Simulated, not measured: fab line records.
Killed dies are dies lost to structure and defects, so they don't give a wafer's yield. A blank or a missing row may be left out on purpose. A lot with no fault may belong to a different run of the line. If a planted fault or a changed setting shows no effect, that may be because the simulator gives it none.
Which tool was responsible? ; flow sky130 ; 38 wafers from 13 lots sampled at 5 of the route's 708 steps

== WHAT EACH GAUGE READ, for each wafer ==
SKY_NWELL_THK_MEAS_02. Usual: for NWELL_OXIDATION_THK the level is 9.75 nm and the standard deviation is 0.19.
lot;measured;on;NWELL_OXIDATION_THK (nm);flag
L808;day 3 00:20;film_metro-04;9.58 9.75 9.49;
L810;day 3 04:45;film_metro-02;9.94 10.02 10.04;
L811;day 3 10:20;film_metro-03;9.97 9.89 9.85;
L812;day 3 13:17;film_metro-04;9.75 9.80 9.84;
L814;day 3 20:27;film_metro-03;9.88 9.98;
L817;day 4 10:14;film_metro-03;9.58 9.52 9.51;
L820;day 5 06:25;film_metro-04;9.70 9.76 9.70;
L823;day 5 18:59;film_metro-04;9.47 9.40 9.38;
L824;day 5 22:47;film_metro-02;9.66 9.77 9.65;
L825;day 6 04:05;film_metro-04;9.79 9.74 9.86;
L827;day 6 21:48;film_metro-02;9.73 9.77 9.66;
L829;day 7 03:05;film_metro-02;9.79 9.84 9.69;
L830;day 7 09:02;film_metro-03;10.03 9.94 9.92;

SKY_VT_ADJUST_PCH_OVL_MEAS_07. Usual: for VT_ADJUST_PCH_OVL the level is 0.4 nm and the standard deviation is 1.4.
lot;measured;on;VT_ADJUST_PCH_OVL (nm);flag
L808;day 11 01:32;overlay-01;-2.1 -1.6 -1.4;
L810;day 11 11:56;overlay-02;1.8 0.9 1.1;
L811;day 11 20:26;overlay-02;- - -;OFF
L812;day 12 00:47;overlay-02;-0.6 0.2 -2.8;
L814;day 12 13:08;overlay-02;0.2 0.7;
L817;day 13 11:32;overlay-01;0.7 1.1 2.2;
L820;day 14 18:04;overlay-02;-0.7 -0.6 -2.1;
L823;day 15 16:35;overlay-01;-0.6 1.9 2.1;
L824;day 15 19:24;overlay-02;0.2 -0.9 -0.7;
L825;day 16 04:02;overlay-01;3.0 2.7 0.6;
L827;day 17 07:17;overlay-01;0.2 2.5 0.6;
L829;day 17 11:53;overlay-02;-0.4 0.0 0.5;
L830;day 17 21:59;overlay-02;2.5 3.6 2.3;

SKY_VT_ADJUST_PCH_TW_MEAS_10. Usual: for VT_ADJUST_PCH_TW the level is 142.9 and the standard deviation is 1.3.
lot;measured;on;VT_ADJUST_PCH_TW;flag
L808;day 11 01:49;film_metro-03;143.4 142.7 143.0;
L810;day 11 12:13;film_metro-03;143.3 142.5 143.2;
L811;day 11 20:44;film_metro-03;30.1 30.0 30.1;OFF
L812;day 12 01:05;film_metro-03;142.1 142.5 142.1;
L814;day 12 13:26;film_metro-03;142.2 142.0;
L817;day 13 11:49;film_metro-03;143.1 143.4 144.0;
L820;day 14 18:22;film_metro-01;140.2 140.2 140.6;
L823;day 15 16:53;film_metro-03;143.3 142.8 143.7;
L824;day 15 19:41;film_metro-02;144.6 145.1 145.1;
L825;day 16 04:20;film_metro-03;142.7 142.3 142.9;
L827;day 17 07:35;film_metro-02;144.7 144.6 145.0;
L829;day 17 12:10;film_metro-01;143.6 143.5 142.8;
L830;day 17 22:16;film_metro-03;141.3 142.0 141.8;

SKY_SONOS_TUNNEL_TW_MEAS_12. Usual: for SONOS_TUNNEL_TW the level is 197.2 and the standard deviation is 2.1.
lot;measured;on;SONOS_TUNNEL_TW;flag
L808;day 12 02:57;film_metro-03;197.1 197.2 196.3;
L810;day 12 14:37;film_metro-03;196.5 196.4 195.8;
L811;day 12 23:59;film_metro-03;212.7 213.5 213.7;OFF
L812;day 13 04:12;film_metro-01;195.2 194.1 194.6;
L814;day 13 16:38;film_metro-03;197.6 198.1;
L817;day 14 13:21;film_metro-03;197.6 197.7 197.4;
L820;day 15 22:20;film_metro-01;195.9 196.0 194.7;
L823;day 16 21:34;film_metro-04;200.7 200.3 199.6;
L824;day 17 00:30;film_metro-01;197.6 197.2 198.2;
L825;day 17 09:44;film_metro-04;199.1 200.5 198.8;
L827;day 18 14:02;film_metro-03;195.8 195.0 194.9;
L829;day 18 18:22;film_metro-04;201.9 200.6 200.7;
L830;day 19 05:12;film_metro-01;198.2 197.8 198.7;

== TOOL THAT RAN EACH LOT (tool first, then ch and the chambers of the sampled wafers, then the start) ==
lot;SKY_VT_ADJUST_PCH_EXPOSE_04
L808;iline_stepper-01 ch 0, day 10 13:34
L810;iline_stepper-02 ch 0, day 11 00:07
L811;iline_stepper-01 ch 0, day 11 08:13
L812;iline_stepper-01 ch 0, day 11 12:16
L814;iline_stepper-01 ch 0, day 12 00:33
L817;iline_stepper-02 ch 0, day 12 21:57
L820;iline_stepper-01 ch 0, day 14 05:05
L823;iline_stepper-01 ch 0, day 15 02:55
L824;iline_stepper-01 ch 0, day 15 05:56
L825;iline_stepper-02 ch 0, day 15 13:58
L827;iline_stepper-01 ch 0, day 16 16:14
L829;iline_stepper-02 ch 0, day 16 21:26
L830;iline_stepper-02 ch 0, day 17 07:40
- SKY_VT_ADJUST_PCH_EXPOSE_04: exposes mask NWM, target cd 840 nm.

== AS READ BY THE TOOLS THEMSELVES (means over the sampled wafers that have a number; for cases with no such wafer, the mark the record gives instead) ==
SKY_VT_ADJUST_PCH_EXPOSE_04. Usual: 0.1 nm for focus_offset_nm, sd 0.51.
lot;tool;focus_offset_nm (nm);flag
L808;iline_stepper-01;0.0;
L810;iline_stepper-02;-0.2;
L811;iline_stepper-01;0.1;
L812;iline_stepper-01;-0.7;
L814;iline_stepper-01;0.0;
L817;iline_stepper-02;0.4;
L820;iline_stepper-01;0.8;
L823;iline_stepper-01;-0.2;
L824;iline_stepper-01;-0.3;
L825;iline_stepper-02;0.3;
L827;iline_stepper-01;-0.8;
L829;iline_stepper-02;-0.5;
L830;iline_stepper-02;0.2;

== THE ANSWER, worked out from the rows above alone ==
Rule: lot off if the mean of its wafers having a number is beyond 3 standard deviations from the usual mean. A lot without any number at a reading at which 4 lots or more have one is off too. The other lots that the step has rows for count as sound. After the gauges, taken in route order, come the tools' own readings; for these a lot's mean is taken, as printed above. At the first step where some lot is off, the reading lying furthest off is the one used; lots without a number count as furthest.
Off: at SKY_VT_ADJUST_PCH_OVL_MEAS_07 (VT_ADJUST_PCH_OVL), L811. Without a number there: L811.
If a tool, at a process step before that reading, ran all the lots that are off and no sound lot after the first of them, it fits. The gauges at SKY_VT_ADJUST_PCH_OVL_MEAS_07 aren't tried: what is off there is off at SKY_VT_ADJUST_PCH_TW_MEAS_10 too, on other tools, and a gauge's error can't cause that. Of those tried, none fits.

== WHAT WAS PUT IN BY THE SIMULATOR ==
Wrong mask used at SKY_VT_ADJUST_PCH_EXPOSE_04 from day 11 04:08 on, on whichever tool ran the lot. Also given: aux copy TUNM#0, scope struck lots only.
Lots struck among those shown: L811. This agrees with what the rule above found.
